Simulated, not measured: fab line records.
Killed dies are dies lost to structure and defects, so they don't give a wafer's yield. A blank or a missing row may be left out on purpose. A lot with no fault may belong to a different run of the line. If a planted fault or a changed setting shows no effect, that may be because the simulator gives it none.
Lot-split experiment + flow sky130 + on a route of 708 steps: 5 lots, 23 wafers read

== ON THE SPLIT ==
At SKY_NWELL_IMPLANT_12, the setting energy-kev was moved away from the recipe's 120 on 7 of the 23 wafers read, by -3.8% to +3.1%. All remaining wafers had this setting at the recipe value.

The reading is taken at the split's own step.

== THE READING ==
implant.rp-nm (the simulator's own value, which no gauge read), in nm, at SKY_NWELL_IMPLANT_12. There is no usual value for it anywhere in the file. The 16 wafers here that ran the recipe average 146.6 nm, standard deviation 2.4 nm.

| wafer  | tool, chamber at the split | energy-kev as run | against the recipe | implant.rp-nm, nm | against lot-mates on the recipe |
|--------|----------------------------|-------------------|--------------------|-------------------|---------------------------------|
| L077.1 | implanter-02, 0            | 120               | recipe             | 145.6             | -                               |
| L077.4 | implanter-02, 0            | 120               | recipe             | 145.6             | -                               |
| L077.5 | implanter-02, 0            | 120               | recipe             | 145.6             | -                               |
| L079.1 | implanter-02, 0            | 117.3             | -2.3%              | 147.5             | -3.5                            |
| L079.4 | implanter-02, 0            | 117.3             | -2.3%              | 147.5             | -3.5                            |
| L079.6 | implanter-02, 0            | 117.3             | -2.3%              | 147.5             | -3.5                            |
| L079.2 | implanter-02, 0            | 120               | recipe             | 151               | -                               |
| L079.5 | implanter-02, 0            | 120               | recipe             | 151               | -                               |
| L082.1 | implanter-04, 0            | 123.7             | +3.1%              | 153.6             | +4.8                            |
| L082.6 | implanter-04, 0            | 123.7             | +3.1%              | 153.6             | +4.8                            |
| L082.2 | implanter-04, 0            | 120               | recipe             | 148.8             | -                               |
| L082.4 | implanter-04, 0            | 120               | recipe             | 148.8             | -                               |
| L082.5 | implanter-04, 0            | 120               | recipe             | 148.8             | -                               |
| L083.1 | implanter-01, 0            | 120               | recipe             | 146.7             | -                               |
| L083.3 | implanter-01, 0            | 120               | recipe             | 146.7             | -                               |
| L083.6 | implanter-01, 0            | 120               | recipe             | 146.7             | -                               |
| L083.2 | implanter-01, 0            | 115.4             | -3.8%              | 140.8             | -5.9                            |
| L083.4 | implanter-01, 0            | 115.4             | -3.8%              | 140.8             | -5.9                            |
| L085.1 | implanter-01, 0            | 120               | recipe             | 143.9             | -                               |
| L085.2 | implanter-01, 0            | 120               | recipe             | 143.9             | -                               |
| L085.4 | implanter-01, 0            | 120               | recipe             | 143.9             | -                               |
| L085.5 | implanter-01, 0            | 120               | recipe             | 143.9             | -                               |
| L085.6 | implanter-01, 0            | 120               | recipe             | 143.9             | -                               |

FIT RESULTS
A straight line over all 23 wafers: implant.rp-nm changes by +1.37 nm for each +1% of energy-kev; r = +0.66; the points scatter about the line by 2.6 nm.
The same after taking each lot's own level away (the mean of its wafers on the recipe; 23 wafers): +1.55 nm for each +1%; r = +1.00; scatter 0.014 nm.
Per that fit: largest energy-kev move, reading shift of 5.9 nm.
The span of the lots' own levels, 143.90 to 151.00 nm, comes to 3.0 times the standard deviation stated above.
So the lot-to-lot level blurs the effect unless lot-mates are compared.
Check: for one of the wafers moved furthest among these (-3.8%), held out of the fit, the line's prediction against its lot-mates is -5.94 nm. Against them it came out at -5.9 nm.

== ADDITIONAL SPLITS CARRIED BY THESE WAFERS ==
Note: prior to the reading, these wafers also went through further splits. Each is held against what the fit with the lots' levels taken away leaves over:
| other split on the same wafers   | wafers away from the commonest value | r with implant.rp-nm (lot level and that fit taken away) |
|----------------------------------|--------------------------------------|----------------------------------------------------------|
| SKY_FIELD_ISO_EXPOSE_10 dose-mj  | 6                                    | +0.21                                                    |
| SKY_FIELD_ISO_ETCH_17 icp-w      | 9                                    | -0.30                                                    |
| SKY_FIELD_ISO_WET_ETCH_30 time-s | 15                                   | -0.05                                                    |
| SKY_NWELL_OXIDATION_01 temp-c    | 15                                   | -0.44                                                    |
| SKY_NWELL_COAT_05 resist-thk-nm  | 9                                    | +0.21                                                    |

== FILE'S OWN FIT ==
implant.rp-nm changes by +1.54 nm for each +1% of energy-kev, r = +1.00.
